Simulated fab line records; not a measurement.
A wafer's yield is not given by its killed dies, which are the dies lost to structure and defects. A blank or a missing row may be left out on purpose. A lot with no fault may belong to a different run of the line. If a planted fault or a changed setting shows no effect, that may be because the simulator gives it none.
A lot that was struck, set against a sound lot -- flow gf180mcu -- 14 steps out of a route of 602
Sound: these wafers, L711.1, L711.4, L711.5. Wafers struck: L724.1, L724.4, L724.6. At the end, the cause is stated.
For every step that has rows: the tool of each side, followed by ch and its chambers, followed by its first start. Under that, the readings that differ: sound wafers -- struck wafers -- difference of the means -- sigmas: that difference in standard deviations of wafers without a fault.
alike: a reading whose means differ by less than 2 such deviations, as well as words and numbers matching on both sides. not compared: withheld readings; readings where some wafer has no value; bounds like >300 that might hide an equal value; numbers whose values overlap and for which the record gives no deviation.
A row with sigmas, a row that says differs or no value, or rows on one side alone: a step with any of these is where the two part. Numbers that have no deviation but don't overlap get no sigmas and don't part them. Lack of a reading on every wafer of one side parts them only where that side has two or more wafers.

GF_V3_THK_MEAS_01:
  struck on film-metro-01, day 26 23:10; sound on film-metro-01, day 22 11:53
  alike: V3_CVD_00_THK
GF_V3_CVD_02: deposits SiO2 from TEOS, target thk 850 nm, time 94.851 s.
  sound on pecvd-04 ch 1,2, day 22 11:57; struck on pecvd-04 ch 1,2, day 26 23:14
  alike: heater-power-outer-w, heater-power-w
GF_V3_THK_MEAS_03:
  struck on film-metro-04, day 26 23:18; sound on film-metro-04, day 22 12:01
  alike: V3_CVD_02_THK
GF_V3_CMP_04: polishes SiO2.
  sound on cmp-01 ch 0,1,2, day 22 12:05; struck on cmp-02 ch 0,1,2, day 26 23:25
  alike: motor-current-A, time-to-endpoint-s
GF_V3_BOW_MEAS_05:
  struck on film-metro-01, day 26 23:40; sound on film-metro-01, day 22 12:23
  alike: V3_BOW
then, 7 steps without rows for these wafers: GF_V3_DEHYDRATE_06 (time 60 s); GF_V3_HMDS_07 (prime time 60 s); GF_V3_COAT_08; GF_V3_COAT_09 (resist thk 1000 nm); GF_V3_SOFTBAKE_10 (time 60 s); GF_V3_EXPOSE_11 (exposes mask Via3, target cd 260 nm); GF_V3_PEB_12 (peb time 90 s).
GF_V3_DEVELOP_13: develop time 60 s.
  struck on litho-track-03, day 27 19:12; sound on litho-track-03 ch 0, day 23 11:12
  no value came back on the struck wafers for chill-plate-temp-C (C), develop-time-s (s); on the sound wafers chill-plate-temp-C (C) reads 23.04 23.06 22.98
reading,sound,struck,difference,sigmas
model.KrF_of_V3_COAT_09.thk-nm (nm),985 985.2 982.8,996.6 1001 1003,+15.9,
GF_V3_CD_MEAS_14 targets a cd of 260 nm.
  struck on cd-sem-02, day 27 19:21; sound on cd-sem-01, day 23 11:21
reading,sound,struck,difference,sigmas
cd-nm (nm),259.3 259.7 259.8,- - -,no value on the struck wafers,

WHERE THEY PART
First at GF_V3_DEVELOP_13; last, within this record, at GF_V3_CD_MEAS_14.

WHY: the cause the simulator had injected
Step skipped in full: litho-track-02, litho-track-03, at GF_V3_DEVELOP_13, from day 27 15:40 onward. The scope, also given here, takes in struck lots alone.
